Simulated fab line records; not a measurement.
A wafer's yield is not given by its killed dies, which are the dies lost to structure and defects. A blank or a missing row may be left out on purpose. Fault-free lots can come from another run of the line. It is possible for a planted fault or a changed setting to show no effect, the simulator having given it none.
8D (eight disciplines) problem report, filled in by code -- flow sfq_line -- the parts of the form that need people (team, actions taken, sign-off) are left out

== 1. THE ISSUE ==
M0_NB_RS at SFQ_M0_RS_MEAS_904 reads a mean of 2.176 ohm/sq on 3 wafers of 3 lots; wafers without a fault read 0.884 ohm/sq with a standard deviation of 0.012. That is +99 or more standard deviations from the usual mean.
The step: measures by four-point-probe.
The first sign was on wafer L366.3 at day 9 06:20, on film_metro-01. The record holds 45 wafers of 15 lots with a number at this step. Rule for "out", or "out of limits": more than 4 standard deviations from the usual mean. The other wafers with a number count as sound.

== 2. WHAT IT IS, AND WHAT IT ISN'T ==
question,is,is not
which readings at this step,M0_NB_RS,-
which lots,"L366, L367, L368","L351, L354, L355, L356, L357, L358, L360, L361, L364, L370, L372, L373"
which wafers of those lots,"L366.3, L367.1, L368.1","L366.4, L366.6, L367.3, L367.6, L368.3, L368.4"
read on which gauges,"film_metro-01, film_metro-02",film_metro-03
when,from day 9 06:20,"up to then (29 sound wafers); but 13 sound wafers of L367, L368, L370, L372, L373 came after"

== 3. WHAT RULES OUT EACH SUSPECT ==
Counting: a tool at a process step up to the reading stays a suspect if it ran every lot that is out. Sound lots after the first of them don't rule it out here, since some wafers of a struck lot are sound.
- the gauge at SFQ_M0_RS_MEAS_904 is ruled out. The wafers that are out were read on 2 gauges (film_metro-01, film_metro-02).
- pvd_sputter-05 at SFQ_TRILAYER_M0_DEP_SPUTTER_019 (material Nb, target thk 200 nm, time 133.3 s): kept. Every lot that is out went through it, the first being L366 (day 9 06:12); the last sound lot it ran before that was L364 (day 8 18:12).
Remaining after the count: pvd_sputter-05 at SFQ_TRILAYER_M0_DEP_SPUTTER_019.

== 4. THE CAUSE (what the simulator had put in) ==
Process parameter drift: pvd_sputter-05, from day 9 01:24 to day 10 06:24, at SFQ_TRILAYER_M0_DEP_SPUTTER_019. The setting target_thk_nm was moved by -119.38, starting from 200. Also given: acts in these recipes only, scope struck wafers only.
Counting left only this tool.

== 5. THE CHAIN OF EFFECTS, in route order ==
One row per reading whose mean, taken over the struck wafers that have a number, lies over 3 standard deviations from the usual. Only readings for which the record gives a usual standard deviation are gone through. hours: the time from each lot's start at the first step in this table that gives one to its start at this step, as a median over the lots. sigmas: the change in usual standard deviations.
hours,step,reading,usual,on struck wafers,change,sigmas
0,SFQ_M0_RS_MEAS_904,M0_NB_RS,0.884 ohm/sq,2.176,+1.292,+99 or more
76,SFQ_TRILAYER_M0_ETCH_METAL_ETCH_024,oes_product_au,0.898 a.u.,0.593,-0.305,-36
Here are the process steps it includes:
- SFQ_TRILAYER_M0_ETCH_METAL_ETCH_024: etches Nb in Cl2/Ar, stops on SiO2, target depth 240 nm, time 120 s.
At these later measuring or inspecting steps, every struck wafer for which the step has a row has a number for every such reading, and none has moved that far: SFQ_I0_OVL_MEAS_908.

== 6. WHAT WOULD HAVE CAUGHT IT SOONER ==
In this record the first reading out of limits at a measuring or inspecting step was taken at day 9 06:20, 5 hours after the fault began at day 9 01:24.
Tool readings at SFQ_TRILAYER_M0_DEP_SPUTTER_019 with a usual standard deviation given in the record: none out on any struck wafer, hence no alarm at a limit of 4 standard deviations on them.
Of the lots that are out (3), L367, L368 began SFQ_TRILAYER_M0_DEP_SPUTTER_019 on pvd_sputter-05 after day 9 06:20. A hold on the tool at that time would have spared those 2.
